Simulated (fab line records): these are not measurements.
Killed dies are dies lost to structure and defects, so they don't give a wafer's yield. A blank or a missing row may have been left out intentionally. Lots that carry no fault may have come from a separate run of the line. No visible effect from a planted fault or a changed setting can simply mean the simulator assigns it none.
Which tool did it? / flow gf180mcu / 36 wafers from 12 lots sampled at 5 of the route's 602 steps

== WHAT EACH GAUGE READ, for each wafer ==
GF_HV_LDD_TW_MEAS_11. Usual: HV_LDD_TW typically reads 2396, with standard deviation 24.
lot=L475; measured=day 10 02:24; on=film metro-03; HV_LDD_TW=2427 2427 2423; flag=
lot=L478; measured=day 10 21:32; on=film metro-01; HV_LDD_TW=2382 2367 2357; flag=
lot=L480; measured=day 11 13:30; on=film metro-03; HV_LDD_TW=2415 2428 2414; flag=
lot=L488; measured=day 14 01:38; on=film metro-01; HV_LDD_TW=2369 2383 2367; flag=
lot=L489; measured=day 14 06:41; on=film metro-03; HV_LDD_TW=2401 2422 2410; flag=
lot=L491; measured=day 15 01:54; on=film metro-03; HV_LDD_TW=2418 2424 2413; flag=
lot=L492; measured=day 15 05:45; on=film metro-01; HV_LDD_TW=2382 2381 2379; flag=
lot=L495; measured=day 16 04:41; on=film metro-01; HV_LDD_TW=2376 2378 2380; flag=
lot=L494; measured=day 16 04:59; on=film metro-04; HV_LDD_TW=2364 2382 2358; flag=
lot=L496; measured=day 16 12:47; on=film metro-01; HV_LDD_TW=2376 2384 2381; flag=
lot=L497; measured=day 16 22:17; on=film metro-01; HV_LDD_TW=2380 2377 2377; flag=
lot=L498; measured=day 17 02:38; on=film metro-03; HV_LDD_TW=2422 2438 2433; flag=

GF_HV_LDD_TW_MEAS_38. Usual: HV_LDD_3_TW typically reads 1423, with standard deviation 15.
lot=L475; measured=day 11 15:18; on=film metro-04; HV_LDD_3_TW=1421 1414 1414; flag=
lot=L478; measured=day 12 11:27; on=film metro-01; HV_LDD_3_TW=1409 1411 1416; flag=
lot=L480; measured=day 13 03:58; on=film metro-01; HV_LDD_3_TW=1411 1409 1410; flag=
lot=L488; measured=day 15 20:26; on=film metro-03; HV_LDD_3_TW=1433 1436 1437; flag=
lot=L489; measured=day 16 02:20; on=film metro-03; HV_LDD_3_TW=1459 1452 1445; flag=
lot=L491; measured=day 16 23:13; on=film metro-01; HV_LDD_3_TW=1417 1413 1405; flag=
lot=L492; measured=day 17 03:44; on=film metro-03; HV_LDD_3_TW=1446 1449 1447; flag=
lot=L495; measured=day 18 04:25; on=film metro-04; HV_LDD_3_TW=1406 1412 1411; flag=
lot=L494; measured=day 18 04:32; on=film metro-04; HV_LDD_3_TW=1418 1410 1413; flag=
lot=L496; measured=day 18 11:44; on=film metro-03; HV_LDD_3_TW=1440 1441 1435; flag=
lot=L497; measured=day 18 22:34; on=film metro-01; HV_LDD_3_TW=1409 1407 1409; flag=
lot=L498; measured=day 19 02:59; on=film metro-03; HV_LDD_3_TW=1452 1451 1452; flag=

GF_HV_LDD_OVL_MEAS_47. Usual: HV_LDD_03_OVL typically reads 0.1 nm, with standard deviation 1.1.
lot=L475; measured=day 12 10:35; on=overlay-02; HV_LDD_03_OVL (nm)=-0.6 -1.3 -0.9; flag=
lot=L478; measured=day 13 05:24; on=overlay-01; HV_LDD_03_OVL (nm)=0.0 0.0 0.9; flag=
lot=L480; measured=day 14 00:34; on=overlay-01; HV_LDD_03_OVL (nm)=0.1 0.3 -0.1; flag=
lot=L488; measured=day 16 18:28; on=overlay-02; HV_LDD_03_OVL (nm)=1.8 1.8 0.1; flag=
lot=L489; measured=day 17 01:19; on=overlay-02; HV_LDD_03_OVL (nm)=-1.8 -1.0 -0.5; flag=
lot=L491; measured=day 17 21:58; on=overlay-01; HV_LDD_03_OVL (nm)=0.3 2.9 -0.4; flag=
lot=L492; measured=day 18 02:36; on=overlay-01; HV_LDD_03_OVL (nm)=1.3 1.3 -0.4; flag=
lot=L495; measured=day 19 03:31; on=overlay-02; HV_LDD_03_OVL (nm)=-0.9 -2.2 -1.4; flag=
lot=L494; measured=day 19 03:49; on=overlay-02; HV_LDD_03_OVL (nm)=3.0 0.8 1.3; flag=
lot=L496; measured=day 19 11:20; on=overlay-02; HV_LDD_03_OVL (nm)=-1.0 1.2 -2.1; flag=
lot=L497; measured=day 19 22:56; on=overlay-02; HV_LDD_03_OVL (nm)=1.9 2.5 2.2; flag=
lot=L498; measured=day 20 03:11; on=overlay-02; HV_LDD_03_OVL (nm)=-1.0 -0.5 0.0; flag=

GF_HV_LDD_THK_MEAS_57. Usual: HV_LDD_CVD_56_THK typically reads 88.2 nm, with standard deviation 0.84.
lot=L475; measured=day 12 13:41; on=film metro-01; HV_LDD_CVD_56_THK (nm)=88.4 88.6 88.2; flag=
lot=L478; measured=day 13 08:29; on=film metro-03; HV_LDD_CVD_56_THK (nm)=40.6 39.7 40.9; flag=OFF
lot=L480; measured=day 14 03:40; on=film metro-01; HV_LDD_CVD_56_THK (nm)=88.9 88.8 89.7; flag=
lot=L488; measured=day 16 21:33; on=film metro-04; HV_LDD_CVD_56_THK (nm)=88.9 88.4 88.9; flag=
lot=L489; measured=day 17 06:23; on=film metro-03; HV_LDD_CVD_56_THK (nm)=88.7 88.3 89.0; flag=
lot=L491; measured=day 18 02:26; on=film metro-04; HV_LDD_CVD_56_THK (nm)=87.7 88.9 88.2; flag=
lot=L492; measured=day 18 05:47; on=film metro-04; HV_LDD_CVD_56_THK (nm)=89.1 89.3 88.9; flag=
lot=L495; measured=day 19 06:36; on=film metro-03; HV_LDD_CVD_56_THK (nm)=87.7 87.2 87.0; flag=
lot=L494; measured=day 19 06:54; on=film metro-03; HV_LDD_CVD_56_THK (nm)=89.5 89.8 89.7; flag=
lot=L496; measured=day 19 14:26; on=film metro-03; HV_LDD_CVD_56_THK (nm)=89.6 89.3 89.5; flag=
lot=L497; measured=day 20 04:14; on=film metro-01; HV_LDD_CVD_56_THK (nm)=89.7 89.1 89.3; flag=
lot=L498; measured=day 20 07:36; on=film metro-01; HV_LDD_CVD_56_THK (nm)=88.0 87.9 88.2; flag=

== WHICH TOOL RAN EACH LOT (tool, then ch and the chambers of the sampled wafers, then the start) ==
lot=L475; GF_HV_LDD_CVD_56=lpcvd-02 ch 1, day 12 12:16
lot=L478; GF_HV_LDD_CVD_56=lpcvd-02 ch 0, day 13 07:04
lot=L480; GF_HV_LDD_CVD_56=lpcvd-01 ch 0, day 14 02:13
lot=L488; GF_HV_LDD_CVD_56=lpcvd-01 ch 1, day 16 20:07
lot=L489; GF_HV_LDD_CVD_56=lpcvd-02 ch 1, day 17 04:57
lot=L491; GF_HV_LDD_CVD_56=lpcvd-01 ch 1, day 18 00:59
lot=L492; GF_HV_LDD_CVD_56=lpcvd-02 ch 0, day 18 04:21
lot=L495; GF_HV_LDD_CVD_56=lpcvd-01 ch 1, day 19 05:11
lot=L494; GF_HV_LDD_CVD_56=lpcvd-02 ch 0, day 19 05:28
lot=L496; GF_HV_LDD_CVD_56=lpcvd-02 ch 1, day 19 13:01
lot=L497; GF_HV_LDD_CVD_56=lpcvd-02 ch 0, day 20 02:05
lot=L498; GF_HV_LDD_CVD_56=lpcvd-02 ch 1, day 20 05:28
- GF_HV_LDD_CVD_56: deposits Si3N4 from DCS/NH3, target thk 90 nm, time 1509 s.

== AS READ BY THE TOOLS THEMSELVES (means over the sampled wafers that have a number; for cases with no such wafer, the mark the record gives instead) ==
GF_HV_LDD_CVD_56. Usual: pressure mtorr 250.0 mTorr, standard deviation 0.5; spike tc centre C 770.8 C, standard deviation 1.3.
lot=L475; tool=lpcvd-02; pressure mtorr (mTorr)=250.1; spike tc centre C (C)=771.9; flag=
lot=L478; tool=lpcvd-02; pressure mtorr (mTorr)=250.0; spike tc centre C (C)=769.5; flag=
lot=L480; tool=lpcvd-01; pressure mtorr (mTorr)=250.1; spike tc centre C (C)=771.2; flag=
lot=L488; tool=lpcvd-01; pressure mtorr (mTorr)=249.5; spike tc centre C (C)=771.4; flag=
lot=L489; tool=lpcvd-02; pressure mtorr (mTorr)=249.5; spike tc centre C (C)=771.4; flag=
lot=L491; tool=lpcvd-01; pressure mtorr (mTorr)=250.0; spike tc centre C (C)=770.9; flag=
lot=L492; tool=lpcvd-02; pressure mtorr (mTorr)=249.9; spike tc centre C (C)=769.5; flag=
lot=L495; tool=lpcvd-01; pressure mtorr (mTorr)=250.6; spike tc centre C (C)=770.4; flag=
lot=L494; tool=lpcvd-02; pressure mtorr (mTorr)=250.0; spike tc centre C (C)=769.6; flag=
lot=L496; tool=lpcvd-02; pressure mtorr (mTorr)=249.5; spike tc centre C (C)=771.2; flag=
lot=L497; tool=lpcvd-02; pressure mtorr (mTorr)=250.8; spike tc centre C (C)=770.8; flag=
lot=L498; tool=lpcvd-02; pressure mtorr (mTorr)=250.7; spike tc centre C (C)=771.7; flag=

== THE ANSWER, worked out from the rows above alone ==
Rule: a lot is off if the mean of its wafers that have a number lies more than 3 standard deviations from the usual mean. A lot without any number at a reading at which 4 lots or more have one is off too. All remaining lots with rows at the step are treated as sound. The gauges are gone through in route order, then the tools' own readings, and for those a lot's mean is taken as printed above. At the first step where some lot is off, the reading lying furthest off is the one used; lots without a number count as furthest.
Off: at GF_HV_LDD_THK_MEAS_57 (HV_LDD_CVD_56_THK), L478.
If a tool, at a process step before that reading, ran all the lots that are off and no sound lot after the first of them, it fits. The gauges at GF_HV_LDD_THK_MEAS_57 are tried like those tools. Of those tried, none fits.

== WHAT HAD BEEN PUT IN BY THE SIMULATOR ==
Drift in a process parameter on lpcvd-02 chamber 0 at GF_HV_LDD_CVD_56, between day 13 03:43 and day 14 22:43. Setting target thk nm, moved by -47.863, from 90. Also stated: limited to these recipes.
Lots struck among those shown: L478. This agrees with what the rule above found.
